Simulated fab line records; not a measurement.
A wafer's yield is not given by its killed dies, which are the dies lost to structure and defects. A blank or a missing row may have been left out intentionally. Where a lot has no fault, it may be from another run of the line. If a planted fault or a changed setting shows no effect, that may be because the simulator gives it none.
Matching of chambers / flow gf180mcu / GF_CONTACT_CMP_04 on cmp-02: 4 sister chambers
The step polishes SiO2. 4 wafers are shown with their chamber, then 9 later ones without.

## WAFERS WITH THEIR CHAMBER
wafer=L238.3; chamber=1; motorCurrentA (A)=11.6
wafer=L240.6; chamber=2; motorCurrentA (A)=12.9
wafer=L243.1; chamber=0; motorCurrentA (A)=10.5
wafer=L243.3; chamber=3; motorCurrentA (A)=10.9

## WAFERS MISSING THEIR CHAMBER
wafer=L243.6; motorCurrentA (A)=12.0
wafer=L245.1; motorCurrentA (A)=11.8
wafer=L245.4; motorCurrentA (A)=10.3
wafer=L251.3; motorCurrentA (A)=12.5
wafer=L251.5; motorCurrentA (A)=12.5
wafer=L251.6; motorCurrentA (A)=12.6
wafer=L252.1; motorCurrentA (A)=10.1
wafer=L252.3; motorCurrentA (A)=12.2
wafer=L252.5; motorCurrentA (A)=11.0

## EACH ONE'S CHAMBER
wafer=L243.6; from the rows above=can't be placed: 1 or 2 or 3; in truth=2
wafer=L245.1; from the rows above=can't be placed: 1 or 3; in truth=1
wafer=L245.4; from the rows above=can't be placed: 0 or 3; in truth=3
wafer=L251.3; from the rows above=can't be placed: 2 or 1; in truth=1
wafer=L251.5; from the rows above=can't be placed: 2 or 1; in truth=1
wafer=L251.6; from the rows above=can't be placed: 2 or 1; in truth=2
wafer=L252.1; from the rows above=can't be placed: 0 or 3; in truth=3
wafer=L252.3; from the rows above=can't be placed: 1 or 2 or 3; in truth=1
wafer=L252.5; from the rows above=can't be placed: 3 or 0 or 1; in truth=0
0 of 9 placed correctly. From these rows, 9 cannot be placed; in 9 the true chamber is one of the candidates. Wrongly placed: 0.
How it was worked out, from the rows above alone: a wafer's distance from a chamber is the root of the sum, over the readings, of the square of ((its reading less the chamber's mean) divided by the reading's scatter). If the next closest chamber is less than 2 further off than the closest, the wafer can't be placed; otherwise it belongs to the closest. For every chamber, the mean is computed from those of its wafers that are shown. The scatter: root of mean squared gap, hidden wafer to nearest shown wafer, with one shown wafer a chamber.
